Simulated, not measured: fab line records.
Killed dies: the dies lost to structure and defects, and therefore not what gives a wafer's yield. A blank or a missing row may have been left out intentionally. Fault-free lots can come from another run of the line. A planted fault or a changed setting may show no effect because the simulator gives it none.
Which tool is to blame? ; flow gf180mcu ; route of 602 steps, sampled at 1 step: 14 lots, 42 wafers

## WHAT THE GAUGES READ, wafer by wafer
GF_V2_OVL_MEAS_15. Usual: V2_OVL typically reads -3 nm, with standard deviation 5.9.
lot;measured;on;V2_OVL (nm);flag
L188;day 20 05:48;overlay-01;-4 -6 1;
L190;day 21 01:41;overlay-02;-3 -1 -4;
L191;day 21 11:14;overlay-02;-12 -3 -13;
L192;day 22 07:13;overlay-01;-3 -10 -6;
L193;day 22 19:44;overlay-01;1 -5 -3;
L195;day 23 02:14;overlay-01;0 -11 3;
L202;day 25 09:01;overlay-01;-3 -8 -6;
L203;day 25 14:49;overlay-01;5 4 1;
L205;day 26 08:06;overlay-02;-1 8 0;
L206;day 26 13:49;overlay-01;-1 -2 -2;
L207;day 26 21:52;overlay-02;-5 -10 -5;
L208;day 27 04:47;overlay-02;-12 -11 -18;
L209;day 27 10:19;overlay-01;-8 -8 -8;
L210;day 27 16:42;overlay-02;0 -4 3;

## WHICH TOOL RAN EACH LOT (tool, then ch and the chambers of the sampled wafers, then the start)
The record holds no process step before these readings.

## WHAT THE TOOLS THEMSELVES READ (means of the sampled wafers that have a number; where no wafer has one, the mark that the record gives instead)
The record holds no such reading with a usual standard deviation.

## THE ANSWER, worked out from the rows above alone
Rule: a lot counts as off when the mean over its wafers that have a number is more than 3 standard deviations away from the usual mean. A lot without any number at a reading at which 4 lots or more have one is off too. All remaining lots with rows at the step are treated as sound. After the gauges, taken in route order, come the tools' own readings; for these a lot's mean is taken, as printed above. At the first step where some lot is off, the reading lying furthest off is the one used; lots without a number count as furthest.
Nothing can be told from this: no lot is off at any reading shown.

## WHAT WAS PUT IN BY THE SIMULATOR
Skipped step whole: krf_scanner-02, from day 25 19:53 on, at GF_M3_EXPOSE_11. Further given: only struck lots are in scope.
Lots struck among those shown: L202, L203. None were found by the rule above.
